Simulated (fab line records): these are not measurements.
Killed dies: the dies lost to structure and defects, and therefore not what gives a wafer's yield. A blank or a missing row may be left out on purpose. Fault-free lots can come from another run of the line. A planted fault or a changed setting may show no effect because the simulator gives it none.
fab line records -- flow sky130
record lots=11, wafers=30, lastDay=50
route steps=708 shown POLY_CUT@315 SD_P@359 LOCAL_INTERCONNECT@387 CONTACT@423 PAD_OPEN@708
lots with no fault: from the same line, run without faults
startH: hours from the record's first day to the start of the lot's first wafer shown -- waitH: how many hours have passed since the lot's step before this one -- " same as the row above -- L1.1+2: one row covering several wafers at once -- - value missing, or start not given -- * or withheld: withheld -- < > ~ a bound
route shown NAME@n: NAME is a module with steps in the file, n the number in the route of the first one -- usual: the fault-free wafers' mean and standard deviation -- same: alike in all rows -- chamber/n: place in a boat -- sites: the reading at each site -- _std_site: standard deviation of those values -- _edge_site: the outer-site mean with the inner-site mean subtracted -- radiusMm: how far each site lies from the wafer's centre -- mask NAME#n: copy n -- behind: the most recent tool/chamber to have shaped the wafer -- hold: cause of the lot's hold/its duration in hours/its outcome -- device: names the non-switching transistor (n, p or np) -- end of line: at the end of the route, the tests of the same wafers -- for a step that has no rows: nothing shown but its recipe -- killed: at the first sort, the dies lost to defects and structure; wafer yield is something else -- map: a wafer's dies, x killed, . not, _ none there
set.NAME: the setting that was run; set.NAME@STEP: the one run at that earlier step -- model.NAME: the simulator's own value behind a step, which no gauge read
steps of the route over a sample of lots; a table a step, a row a wafer
services: from which hour (startH, from the record's first day; less than 0 if before it) a tool's chamber was out of use, for how many hours, and why
## steps
# step SKY_POLY_CUT_CD_MEAS_08
# recipe targetCdNm=270
# usual cdNm=270.1/1.2
lot.wafer,tool,chamber,startH,waitH,cdNm
L529.1,cdSem-01,-,517.65,-,268.2
L529.4,cdSem-01,-,517.65,-,267.3
L529.6,cdSem-01,-,517.65,-,267.5
L530.2,cdSem-01,-,561.22,-,270.8
L530.3,cdSem-01,-,561.22,-,271.6
L530.4,cdSem-01,-,561.22,-,270.0
L538.1,cdSem-02,-,653.50,-,270.9
L538.6,cdSem-02,-,653.50,-,270.0
L539.1,cdSem-02,-,661.71,-,272.4
L539.3,cdSem-02,-,661.71,-,273.5
L540.1,cdSem-02,-,668.70,-,269.9
L540.6,cdSem-02,-,668.70,-,269.1
L542.2,cdSem-02,-,719.01,-,270.9
L542.3,cdSem-02,-,719.01,-,270.7
L542.6,cdSem-02,-,719.01,-,269.0
L546.2,cdSem-02,-,721.53,-,271.3
L546.3,cdSem-02,-,721.53,-,270.0
L546.4,cdSem-02,-,721.53,-,271.2
L547.2,cdSem-02,-,723.57,-,271.6
L547.3,cdSem-02,-,723.57,-,270.8
L547.5,cdSem-02,-,723.57,-,272.9
L548.1,cdSem-02,-,728.50,-,270.4
L548.3,cdSem-02,-,728.50,-,269.6
L548.6,cdSem-02,-,728.50,-,269.7
L550.2,cdSem-01,-,762.58,-,269.8
L550.3,cdSem-01,-,762.58,-,268.8
L550.6,cdSem-01,-,762.58,-,269.3
L552.1,cdSem-01,-,770.40,-,268.3
L552.4,cdSem-01,-,770.40,-,269.6
L552.6,cdSem-01,-,770.40,-,267.9
# step SKY_SD_N_RS_MEAS_17
# recipe thkMeasGauge=four-point-probe
# usual SD_P_RS=147.1/0.38
lot.wafer,tool,chamber,startH,waitH,SD_P_RS[ohm/sq]
L529.1,filmMetro-03,-,610.48,0.1,146.7
L529.4,filmMetro-03,-,610.48,0.1,147.0
L529.6,filmMetro-03,-,610.48,0.1,147.1
L530.2,filmMetro-03,-,650.69,0.1,146.7
L530.3,filmMetro-03,-,650.69,0.1,147.1
L530.4,filmMetro-03,-,650.69,0.1,147.0
L538.1,filmMetro-03,-,741.28,0.1,146.9
L538.6,filmMetro-03,-,741.28,0.1,147.1
L539.1,filmMetro-04,-,747.52,0.1,146.8
L539.3,filmMetro-04,-,747.52,0.1,147.3
L540.1,filmMetro-02,-,754.23,0.1,146.6
L540.6,filmMetro-02,-,754.23,0.1,146.8
L542.2,filmMetro-02,-,797.38,0.1,147.0
L542.3,filmMetro-02,-,797.38,0.1,146.6
L542.6,filmMetro-02,-,797.38,0.1,147.1
L546.2,filmMetro-03,-,799.92,0.1,147.5
L546.3,filmMetro-03,-,799.92,0.1,147.3
L546.4,filmMetro-03,-,799.92,0.1,147.2
L547.2,filmMetro-04,-,801.05,0.1,146.7
L547.3,filmMetro-04,-,801.05,0.1,147.4
L547.5,filmMetro-04,-,801.05,0.1,147.2
L548.1,filmMetro-04,-,803.67,0.1,147.4
L548.3,filmMetro-04,-,803.67,0.1,146.9
L548.6,filmMetro-04,-,803.67,0.1,147.2
L550.2,filmMetro-03,-,838.09,0.1,146.9
L550.3,filmMetro-03,-,838.09,0.1,147.0
L550.6,filmMetro-03,-,838.09,0.1,147.2
L552.1,filmMetro-03,-,845.38,0.1,147.8
L552.4,filmMetro-03,-,845.38,0.1,147.0
L552.6,filmMetro-03,-,845.38,0.1,147.2
# step SKY_LOCAL_INTERCONNECT_SPUTTER_00
# recipe material=TiN, targetThkNm=100, tempC=300, powerW=6500, timeS=83.3, chamberPressurePa=0.4
# usual cathodeDcPowerW=6500.0/1.2, throttleValvePct=30.2/1.3
lot.wafer,tool,chamber,startH,waitH,cathodeDcPowerW,throttleValvePct
L529.1,pvdSputter-01,-,642.21,0.1,6499.0,32.9
L529.4,pvdSputter-01,-,642.21,0.1,6499.1,29.5
L529.6,pvdSputter-01,-,642.21,0.1,6500.0,33.0
L530.2,pvdSputter-01,-,681.23,0.1,6500.6,29.9
L530.3,pvdSputter-01,-,681.23,0.1,6501.2,32.9
L530.4,pvdSputter-01,-,681.23,0.1,6500.4,30.5
L538.1,pvdSputter-01,-,770.00,0.2,6500.0,29.5
L538.6,pvdSputter-01,-,770.00,0.2,6499.9,28.4
L539.1,pvdSputter-01,-,775.30,0.1,6499.0,33.0
L539.3,pvdSputter-01,-,775.30,0.1,6498.0,30.5
L540.1,pvdSputter-01,-,781.15,0.2,6501.3,30.3
L540.6,pvdSputter-01,-,781.15,0.2,6501.1,32.8
L542.2,pvdSputter-04,-,824.21,0.1,6502.5,29.2
L542.3,pvdSputter-04,-,824.21,0.1,6500.0,29.7
L542.6,pvdSputter-04,-,824.21,0.1,6500.2,29.9
L546.2,pvdSputter-04,-,827.67,0.1,6501.1,30.9
L546.3,pvdSputter-04,-,827.67,0.1,6499.6,29.2
L546.4,pvdSputter-04,-,827.67,0.1,6501.0,29.8
L547.2,pvdSputter-03,-,828.56,0.1,6501.5,29.8
L547.3,pvdSputter-03,-,828.56,0.1,6499.6,28.7
L547.5,pvdSputter-03,-,828.56,0.1,6502.2,29.0
L548.1,pvdSputter-04,-,832.00,0.2,6498.6,29.9
L548.3,pvdSputter-04,-,832.00,0.2,6500.0,31.0
L548.6,pvdSputter-04,-,832.00,0.2,6498.7,29.8
L550.2,pvdSputter-03,-,865.33,0.1,6501.1,29.6
L550.3,pvdSputter-03,-,865.33,0.1,6499.4,30.8
L550.6,pvdSputter-03,-,865.33,0.1,6499.8,30.9
L552.1,pvdSputter-04,-,872.55,0.2,6501.3,29.4
L552.4,pvdSputter-04,-,872.55,0.2,6499.8,29.4
L552.6,pvdSputter-04,-,872.55,0.2,6500.9,29.9
# step SKY_LOCAL_INTERCONNECT_RS_MEAS_01
# recipe thkMeasGauge=four-point-probe, reads=TiN_of_LOCAL_INTERCONNECT_SPUTTER_00
# usual LOCAL_INTERCONNECT_TIN_RS=14.26/0.13
lot.wafer,tool,chamber,startH,waitH,LOCAL_INTERCONNECT_TIN_RS[ohm/sq]
L529.1,filmMetro-01,-,642.27,0.0,14.07
L529.4,filmMetro-01,-,642.27,0.0,14.27
L529.6,filmMetro-01,-,642.27,0.0,14.15
L530.2,filmMetro-04,-,681.32,0.1,14.32
L530.3,filmMetro-04,-,681.32,0.1,14.17
L530.4,filmMetro-04,-,681.32,0.1,14.29
L538.1,filmMetro-02,-,770.06,0.0,10.52
L538.6,filmMetro-02,-,770.06,0.0,14.17
L539.1,filmMetro-02,-,775.37,0.0,10.39
L539.3,filmMetro-02,-,775.37,0.0,14.35
L540.1,filmMetro-02,-,781.21,0.0,10.42
L540.6,filmMetro-02,-,781.21,0.0,14.08
L542.2,filmMetro-04,-,824.29,0.1,14.41
L542.3,filmMetro-04,-,824.29,0.1,14.21
L542.6,filmMetro-04,-,824.29,0.1,14.40
L546.2,filmMetro-01,-,827.75,0.1,14.30
L546.3,filmMetro-01,-,827.75,0.1,14.43
L546.4,filmMetro-01,-,827.75,0.1,14.34
L547.2,filmMetro-02,-,828.64,0.1,14.13
L547.3,filmMetro-02,-,828.64,0.1,14.14
L547.5,filmMetro-02,-,828.64,0.1,14.09
L548.1,filmMetro-01,-,832.07,0.0,14.22
L548.3,filmMetro-01,-,832.07,0.0,14.29
L548.6,filmMetro-01,-,832.07,0.0,14.21
L550.2,filmMetro-04,-,865.41,0.1,14.14
L550.3,filmMetro-04,-,865.41,0.1,13.92
L550.6,filmMetro-04,-,865.41,0.1,14.09
L552.1,filmMetro-04,-,872.61,0.0,14.16
L552.4,filmMetro-04,-,872.61,0.0,14.24
L552.6,filmMetro-04,-,872.61,0.0,14.34
# step SKY_LOCAL_INTERCONNECT_THK_MEAS_02
# recipe thkMeasGauge=xrf, reads=TiN_of_LOCAL_INTERCONNECT_SPUTTER_00
# usual LOCAL_INTERCONNECT_TIN_THK=99.0/0.91
lot.wafer,tool,chamber,startH,waitH,LOCAL_INTERCONNECT_TIN_THK[nm]
L529.1,filmMetro-01,-,642.39,0.1,100.5
L529.4,filmMetro-01,-,642.39,0.1,99.5
L529.6,filmMetro-01,-,642.39,0.1,99.9
L530.2,filmMetro-04,-,681.43,0.1,99.3
L530.3,filmMetro-04,-,681.43,0.1,99.7
L530.4,filmMetro-04,-,681.43,0.1,99.1
L538.1,filmMetro-02,-,770.18,0.1,131.6
L538.6,filmMetro-02,-,770.18,0.1,99.3
L539.1,filmMetro-02,-,775.49,0.1,133.8
L539.3,filmMetro-02,-,775.49,0.1,98.2
L540.1,filmMetro-02,-,781.33,0.1,133.6
L540.6,filmMetro-02,-,781.33,0.1,99.7
L542.2,filmMetro-04,-,824.40,0.1,98.1
L542.3,filmMetro-04,-,824.40,0.1,99.5
L542.6,filmMetro-04,-,824.40,0.1,98.0
L546.2,filmMetro-01,-,827.86,0.1,98.7
L546.3,filmMetro-01,-,827.86,0.1,98.5
L546.4,filmMetro-01,-,827.86,0.1,98.7
L547.2,filmMetro-02,-,828.75,0.1,100.0
L547.3,filmMetro-02,-,828.75,0.1,100.0
L547.5,filmMetro-02,-,828.75,0.1,100.3
L548.1,filmMetro-01,-,832.19,0.1,99.3
L548.3,filmMetro-01,-,832.19,0.1,98.8
L548.6,filmMetro-01,-,832.19,0.1,99.3
L550.2,filmMetro-04,-,865.52,0.1,99.9
L550.3,filmMetro-04,-,865.52,0.1,102.3
L550.6,filmMetro-04,-,865.52,0.1,100.7
L552.1,filmMetro-04,-,872.73,0.1,99.9
L552.4,filmMetro-04,-,872.73,0.1,99.5
L552.6,filmMetro-04,-,872.73,0.1,99.0
# step SKY_LOCAL_INTERCONNECT_METAL_ETCH_14
# recipe targetDepthNm=110, stopOn=PSG, chemistry=Cl2/BCl3, target=TiN, resistSidewallDeg=88, pressureMtorr=10, icpW=900, biasW=48.5, Cl2_flow_sccm=60, bcl3FlowSccm=30, timeS=31.4
# usual drypumpMotorCurrentA=5.7/0.46, oesProductAu=0.937/0.0063, throttleValvePct=21.904/0.0096
lot.wafer,tool,chamber,startH,waitH,drypumpMotorCurrentA,oesProductAu,rfHoursCounterH,throttleValvePct
L529.1,rieMetal-03,0,671.96,0.0,6.0,0.947,12,21.885
L529.4,rieMetal-03,1,671.96,0.0,5.2,0.937,-,21.897
L529.6,rieMetal-03,0,671.96,0.0,6.0,0.941,-,21.900
L530.2,rieMetal-01,0,710.19,0.0,6.3,0.937,14,21.888
L530.3,rieMetal-01,1,710.19,0.0,5.2,0.936,-,21.915
L530.4,rieMetal-01,0,710.19,0.0,6.3,0.936,-,21.898
L538.1,rieMetal-01,1,794.20,0.1,5.2,0.992,3,21.866
L538.6,rieMetal-01,1,794.20,0.1,5.2,0.939,-,21.902
L539.1,rieMetal-03,1,799.63,0.0,5.2,0.995,0,21.850
L539.3,rieMetal-03,0,799.63,0.0,6.0,0.938,-,21.904
L540.1,rieMetal-03,0,804.69,0.0,6.0,0.997,3,21.875
L540.6,rieMetal-03,0,804.69,0.0,6.0,0.946,-,21.911
L542.2,rieMetal-01,0,851.27,0.0,6.3,0.930,2,21.905
L542.3,rieMetal-01,1,851.27,0.0,5.2,0.935,-,21.898
L542.6,rieMetal-01,0,851.27,0.0,6.3,0.937,-,21.905
L546.2,rieMetal-01,1,854.73,0.0,5.2,0.936,5,21.917
L546.3,rieMetal-01,1,854.73,0.0,5.2,0.931,-,21.916
L546.4,rieMetal-01,0,854.73,0.0,6.3,0.929,-,21.915
L547.2,rieMetal-04,1,855.68,0.0,5.5,0.937,5,21.892
L547.3,rieMetal-04,0,855.68,0.0,6.0,0.943,-,21.905
L547.5,rieMetal-04,0,855.68,0.0,6.0,0.940,-,21.907
L548.1,rieMetal-04,1,857.27,0.0,5.5,0.936,6,21.917
L548.3,rieMetal-04,1,857.27,0.0,5.6,0.932,-,21.919
L548.6,rieMetal-04,0,857.27,0.0,6.0,0.940,-,21.901
L550.2,rieMetal-04,1,891.57,0.0,5.6,0.944,7,21.905
L550.3,rieMetal-04,0,891.57,0.0,6.0,0.952,-,21.901
L550.6,rieMetal-04,1,891.57,0.0,5.6,0.940,-,21.895
L552.1,rieMetal-04,0,897.88,0.0,6.1,0.942,13,21.886
L552.4,rieMetal-04,0,897.88,0.0,6.1,0.933,-,21.892
L552.6,rieMetal-04,1,897.88,0.0,5.5,0.936,-,21.901
# step SKY_CONTACT_ETCH_17
# recipe target=SiO2, chemistry=C4F8/O2/Ar, stopOn=Si3N4, maskMaterial=KrF-thick, sourceW=1500, biasW=1200, pressureMtorr=40, c4f8FlowSccm=withheld, O2_flow_sccm=6, Ar_flow_sccm=300, timeS=withheld, targetDepthA=3400
# usual oesProductAu=0.892/0.0051
lot.wafer,tool,chamber,startH,waitH,oesProductAu
L529.1,rieDiel-01,2,702.20,0.0,0.891
L529.4,rieDiel-01,0,702.20,0.0,0.898
L529.6,rieDiel-01,2,702.20,0.0,0.901
L530.2,rieDiel-04,1,739.42,0.0,0.887
L530.3,rieDiel-04,3,739.42,0.0,0.894
L530.4,rieDiel-04,2,739.42,0.0,0.893
L538.6,rieDiel-01,2,821.29,0.0,0.888
L539.3,rieDiel-01,0,826.82,0.0,0.888
L540.6,rieDiel-04,0,833.24,0.0,0.894
L542.2,rieDiel-04,0,876.55,0.0,0.887
L542.3,rieDiel-04,3,876.55,0.0,0.899
L542.6,rieDiel-04,1,876.55,0.0,0.889
L546.2,rieDiel-01,1,882.80,0.0,0.888
L546.3,rieDiel-01,0,882.80,0.0,0.891
L546.4,rieDiel-01,2,882.80,0.0,0.882
L547.2,rieDiel-02,0,883.85,0.0,0.889
L547.3,rieDiel-02,3,883.85,0.0,0.889
L547.5,rieDiel-02,2,883.85,0.0,0.885
L548.1,rieDiel-02,3,884.27,0.0,0.890
L548.3,rieDiel-02,1,884.27,0.0,0.892
L548.6,rieDiel-02,3,884.27,0.0,0.891
L550.2,rieDiel-04,2,918.57,0.0,0.884
L550.3,rieDiel-04,1,918.57,0.0,0.904
L550.6,rieDiel-04,1,918.57,0.0,0.890
L552.1,rieDiel-02,3,925.72,0.0,0.891
L552.4,rieDiel-02,0,925.72,0.0,0.896
L552.6,rieDiel-02,2,925.72,0.0,0.902
# step SKY_PAD_OPEN_PROBE_99
# usual killed_at_M0_to_M3=43/6.6, killed_at_M4_up=3.2/1.8, killedAtContacts=24/5, killedAtFrontEnd=15/4.5, killedAtOther=0.2/0.46, killedDies=86/8.8, killedOnRim=16/3.4, killedOpen=48/6.6, killedShort=38/6.1
# same grossDies=492, killedAtBackSide=0
lot.wafer,tool,chamber,startH,waitH,killed_at_M0_to_M3,killed_at_M4_up,killedAtContacts,killedAtFrontEnd,killedAtOther,killedDies,killedOnRim,killedOpen,killedShort
L538.1,prober-02,-,1139.79,0.1,41,1,436,13,1,492,96,53,34
L538.6,prober-02,-,1140.04,0.2,35,5,24,15,0,79,14,50,29
L539.1,prober-01,-,1146.39,0.1,55,1,410,25,1,492,96,61,45
L539.3,prober-01,-,1146.49,0.2,36,1,30,22,0,89,18,50,39
L540.1,prober-02,-,1148.80,0.1,52,3,424,13,0,492,96,44,44
L540.6,prober-02,-,1149.05,0.2,34,6,14,11,0,65,12,38,27
L548.1,prober-02,-,1186.68,0.1,33,3,27,12,0,75,13,44,31
L548.3,prober-02,-,1186.78,0.2,40,2,27,10,0,79,12,45,34
L548.6,prober-02,-,1186.93,0.2,40,4,23,14,0,81,13,35,46
# killed by level:class
L538.1 LOCAL_INTERCONNECT:areaEtch=405 LI_CONTACT:geometricParticle:open=11 VIA1:geometricParticle:open=11 VIA2:geometricParticle:open=9 CONTACT:geometricParticle:short=8 CONTACT:geometricParticle:open=6 METAL2:geometricParticle:short=6 VIA3:geometricParticle:open=5
L538.6 CONTACT:geometricParticle:open=11 VIA3:geometricParticle:open=9 VIA1:geometricParticle:open=8 LOCAL_INTERCONNECT:geometricParticle:short=7 VIA2:geometricParticle:open=6 SPACER:geometricParticle:short=5 FIELD_ISO:geometricParticle:open=4 LI_CONTACT:geometricParticle:open=4
L539.1 LOCAL_INTERCONNECT:areaEtch=386 VIA1:geometricParticle:open=15 VIA2:geometricParticle:open=9 CONTACT:geometricParticle:open=8 VIA3:geometricParticle:open=7 FIELD_ISO:geometricParticle:open=5 FIELD_ISO:geometricParticle:short=5 POLY_GATE:geometricParticle:short=5
L539.3 CONTACT:geometricParticle:open=14 LI_CONTACT:geometricParticle:open=7 VIA1:geometricParticle:open=7 METAL2:geometricParticle:short=6 METAL1:geometricParticle:short=5 VIA2:geometricParticle:open=5 FIELD_ISO:geometricParticle:open=4 POLY_GATE:geometricParticle:open=4
L540.1 LOCAL_INTERCONNECT:areaEtch=404 VIA1:geometricParticle:open=12 METAL1:geometricParticle:short=10 VIA2:geometricParticle:open=9 CONTACT:geometricParticle:open=7 METAL2:geometricParticle:short=7 CONTACT:geometricParticle:short=5 POLY_GATE:geometricParticle:open=4
L540.6 VIA1:geometricParticle:open=7 CONTACT:geometricParticle:open=7 VIA3:geometricParticle:open=6 VIA2:geometricParticle:open=6 METAL4:geometricParticle:short=5 METAL1:geometricParticle:short=5 FIELD_ISO:geometricParticle:open=4 LOCAL_INTERCONNECT:geometricParticle:short=3
L548.1 VIA1:geometricParticle:open=9 CONTACT:geometricParticle:open=7 LI_CONTACT:geometricParticle:open=6 LI_CONTACT:geometricParticle:short=5 METAL2:geometricParticle:short=5 FIELD_ISO:geometricParticle:open=4 CONTACT:geometricParticle:short=4 METAL1:geometricParticle:short=4
L548.3 VIA1:geometricParticle:open=10 CONTACT:geometricParticle:open=8 LI_CONTACT:geometricParticle:open=7 LOCAL_INTERCONNECT:geometricParticle:short=6 VIA3:geometricParticle:open=6 METAL2:geometricParticle:short=5 METAL3:geometricParticle:short=4 METAL1:geometricParticle:short=3
L548.6 LOCAL_INTERCONNECT:geometricParticle:short=8 VIA1:geometricParticle:open=7 METAL2:geometricParticle:short=7 CONTACT:geometricParticle:open=6 FIELD_ISO:geometricParticle:open=5 CONTACT:geometricParticle:short=5 METAL1:geometricParticle:short=5 VIA3:geometricParticle:short=5
## services
tool,chamber,startH,hours,kind
rieMetal-03,1,636.78,2.4,repair
pvdSputter-04,-,637.20,2.9,repair
rieDiel-02,3,642.74,16.6,repair
rieDiel-04,2,677.26,29.6,repair
pvdSputter-03,-,677.69,12.2,repair
rieMetal-03,1,683.25,4.8,repair
rieDiel-02,-,692.77,28.1,pm
rieDiel-04,1,703.10,1.3,repair
rieMetal-04,1,711.70,3.0,repair
rieDiel-04,-,718.12,1.0,repair
pvdSputter-04,-,732.44,9.8,repair
rieDiel-01,0,743.21,4.5,repair
rieDiel-01,2,750.39,1.8,repair
pvdSputter-04,-,758.12,4.4,repair
pvdSputter-04,-,762.76,1.7,repair
rieDiel-02,-,768.15,0.4,repair
rieDiel-04,2,801.32,11.2,repair
pvdSputter-01,-,808.68,3.4,repair
rieDiel-04,1,810.29,6.7,repair
rieDiel-04,1,819.86,10.0,repair
pvdSputter-01,-,828.97,0.7,repair
rieDiel-01,-,843.42,14.6,pm
rieMetal-03,-,893.75,14.6,pm
rieDiel-04,-,924.58,14.6,pm
## key
firstSign step=SKY_LOCAL_INTERCONNECT_RS_MEAS_01, reading=LOCAL_INTERCONNECT_TIN_RS, direction=down, sigmas=30, usual=14.26, struck=10.45
effect step=SKY_LOCAL_INTERCONNECT_THK_MEAS_02, reading=LOCAL_INTERCONNECT_TIN_THK, direction=up, sigmas=37, usual=99.0, struck=133.0
effect step=SKY_LOCAL_INTERCONNECT_METAL_ETCH_14, reading=oesProductAu, direction=up, sigmas=9.1, usual=0.937, struck=0.995
effect step=SKY_PAD_OPEN_PROBE_99, reading=killedAtContacts, direction=up, sigmas=80, usual=24, struck=423
moreKillsBornAt SKY_LOCAL_INTERCONNECT_METAL_ETCH_14@rieMetal-03=790, SKY_LOCAL_INTERCONNECT_METAL_ETCH_14@rieMetal-01=405
metAt SKY_LOCAL_INTERCONNECT_SPUTTER_00
struckLots L538,L539,L540
struckWafers L538.1,L539.1,L540.1
laterRowsLeftOut L538.1,L539.1,L540.1
testerLeftOut L538,L539,L540
notActingAt SKY_POLY_CUT_CD_MEAS_08,SKY_SD_N_RS_MEAS_17,SKY_CONTACT_ETCH_17
onsetBetween 681.23 770.00
fault kind=processParameterDrift, tool=pvdSputter-01, chamber=-, onsetH=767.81, steps=SKY_LOCAL_INTERCONNECT_SPUTTER_00, channel=targetThkNm, offset=34.496, shape=step, endH=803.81, scope=struckWafersOnly, actsIn=theseRecipesOnly, stated=100
# testerLeftOut: of these lots the tester's yield and bins aren't shown, on N5 and GAA mostly nor the transistor test; their killed dies are dies lost to structure and defects alone, not to doping, threshold or leakage, so they don't give the yield
# laterRowsLeftOut: the simulator's readings of these wafers behind a module that went badly wrong aren't trusted and aren't shown, but for the sort
